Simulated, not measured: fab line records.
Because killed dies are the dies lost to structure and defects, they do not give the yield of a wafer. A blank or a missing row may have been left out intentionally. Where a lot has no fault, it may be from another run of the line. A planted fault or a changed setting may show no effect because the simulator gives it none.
Matching of chambers | flow sky130 | 3 sister chambers for SKY_CONTACT_CVD_00 on pecvd-01
The step deposits Si3N4, target thk 75 nm. 3 wafers are shown with their chamber, then 7 later ones without.

WAFERS, EACH WITH ITS CHAMBER
wafer  | chamber | heaterPowerW (W)
L362.6 | 1       | 801
L367.5 | 0       | 738
L369.5 | 2       | 698

WAFERS WITH NO CHAMBER GIVEN
wafer  | heaterPowerW (W)
L369.6 | 714
L375.3 | 775
L375.4 | 795
L375.6 | 771
L378.2 | 766
L378.4 | 780
L378.5 | 838

WHICH CHAMBER EACH WENT THROUGH
wafer  | from the rows above          | in truth
L369.6 | can't be placed: 2 or 0      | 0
L375.3 | can't be placed: 1 or 0      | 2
L375.4 | 1                            | 1
L375.6 | can't be placed: 1 or 0 or 2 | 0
L378.2 | can't be placed: 0 or 1 or 2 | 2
L378.4 | can't be placed: 1 or 0      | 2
L378.5 | 1                            | 1
2 of 7 placed correctly. From these rows, 5 cannot be placed; in 3 the true chamber is one of the candidates. 0 placed wrongly.
How it was worked out, from the rows above alone: a wafer's distance from a chamber is the root of the sum, over the readings, of the square of ((its reading less the chamber's mean) divided by the reading's scatter). The wafer belongs to the nearest chamber; if the next one is less than 2 further off, it can't be placed. For every chamber, the mean is computed from those of its wafers that are shown. The scatter (one wafer shown for each chamber): square how far every hidden wafer sits from the nearest shown wafer, average those squares and take the square root.
